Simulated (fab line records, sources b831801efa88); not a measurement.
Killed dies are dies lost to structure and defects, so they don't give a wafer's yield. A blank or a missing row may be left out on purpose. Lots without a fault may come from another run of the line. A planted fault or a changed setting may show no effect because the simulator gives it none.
A struck lot beside a sound one | flow sfq_line | 14 steps out of a route of 325
Sound: wafers L729.2, L729.4, L729.5. Struck: wafer L736.4. (L736.1, L736.2 of the same lot were not struck and are left out.) The cause comes at the end.
At each step with rows: each side's tool, then ch and its chambers, then its first start. Under that, the readings that differ: sound wafers | struck wafers | difference of the means | sigmas: that difference in standard deviations of wafers without a fault.
alike: readings whose means differ by less than 2 such deviations, and words and numbers that are the same on both sides. not compared: withheld readings, readings that some wafer has no value for, bounds like >300 that may hide the same value, and numbers for which the record gives no deviation and whose values overlap.
The two part at a step that has a row with sigmas, a row that says differs or no value, or rows on one side only. Numbers that don't overlap but have no deviation are shown without sigmas and don't part them. A reading that every wafer of one side lacks parts them only if that side has two wafers or more.

first, 2 steps without rows for these wafers: SFQ_TRILAYER_L0_VIA_STRIP_SOLV_CLEAN_018 (cleans in NMP, time 600 s); SFQ_TRILAYER_M0_DEP_PRE_CLEAN_020 (time 15 s).
SFQ_TRILAYER_M0_DEP_SPUTTER_019: material Nb, target thk 200 nm, time 133.3 s.
  sound on pvd_sputter-04, day 7 09:11; struck on pvd_sputter-06, day 10 16:56
  alike: throttle_valve_pct
SFQ_M0_RS_MEAS_904: measures by four-point-probe.
  sound on film_metro-02, day 7 09:18; struck on film_metro-02, day 10 17:02
  reading           | sound             | struck | difference | sigmas
  M0_NB_RS (ohm/sq) | 0.901 0.899 0.896 | 0.879  | -0.020     | -2
then, 6 steps without rows for these wafers: SFQ_TRILAYER_M0_LITHO_COAT_026 (resist thk 62 nm); SFQ_TRILAYER_M0_LITHO_COAT_021 (resist thk 600 nm); SFQ_TRILAYER_M0_LITHO_SOFTBAKE_025; SFQ_TRILAYER_M0_LITHO_EXPOSE_022 (exposes mask M0, target cd 500 nm); SFQ_TRILAYER_M0_LITHO_PEB_024 (peb time 60 s); SFQ_TRILAYER_M0_LITHO_DEVELOP_023 (time 60 s).
SFQ_M0_OVL_MEAS_906:
  sound on overlay-01, day 8 06:30; struck on overlay-01, day 12 05:04
  alike: M0_OVL
SFQ_TRILAYER_M0_BARC_OPEN_METAL_ETCH_031: etches BARC in O2, target depth 125 nm, time 41.7 s.
  sound on rie_metal-03 ch 0, day 8 06:32; struck on rie_metal-04 ch 1, day 12 05:07
  reading                                             | sound             | struck | difference | sigmas
  model.KrF_of_TRILAYER_M0_LITHO_COAT_021.thk_nm (nm) | 522.8 521.6 522.8 | 544.7  | +22.3      |
  alike: chamber_pressure_mTorr, drypump_motor_current_A, oes_product_au
  not compared: rf_hours_counter_h
SFQ_TRILAYER_M0_ETCH_METAL_ETCH_024: etches Nb in Cl2/Ar, stops on SiO2, target depth 240 nm, time 120 s.
  sound on rie_metal-03 ch 0, day 8 06:35; struck on rie_metal-04 ch 1, day 12 05:10
  reading                                             | sound           | struck | difference | sigmas
  drypump_motor_current_A (A)                         | 6.1 6.1 6.0     | 5.0    | -1.1       | -2
  model.KrF_of_TRILAYER_M0_LITHO_COAT_021.thk_nm (nm) | 382.3 381 382.5 | 402.6  | +20.7      |
  alike: chamber_pressure_mTorr, oes_product_au
  not compared: rf_hours_counter_h
SFQ_TRILAYER_M0_STRIP_STRIP_025: strips in O2.
  sound on rie_metal-03 ch 0, day 8 06:43; struck on rie_metal-04 ch 1, day 12 05:17
  alike: chamber_pressure_mTorr, drypump_motor_current_A, oes_product_au
  not compared: rf_hours_counter_h

WHERE THEY PART
First at SFQ_M0_RS_MEAS_904; last, within this record, at SFQ_TRILAYER_M0_ETCH_METAL_ETCH_024. Later steps at which nothing parts them and some readings are alike: SFQ_TRILAYER_M0_STRIP_STRIP_025.

WHY: what the simulator had put in
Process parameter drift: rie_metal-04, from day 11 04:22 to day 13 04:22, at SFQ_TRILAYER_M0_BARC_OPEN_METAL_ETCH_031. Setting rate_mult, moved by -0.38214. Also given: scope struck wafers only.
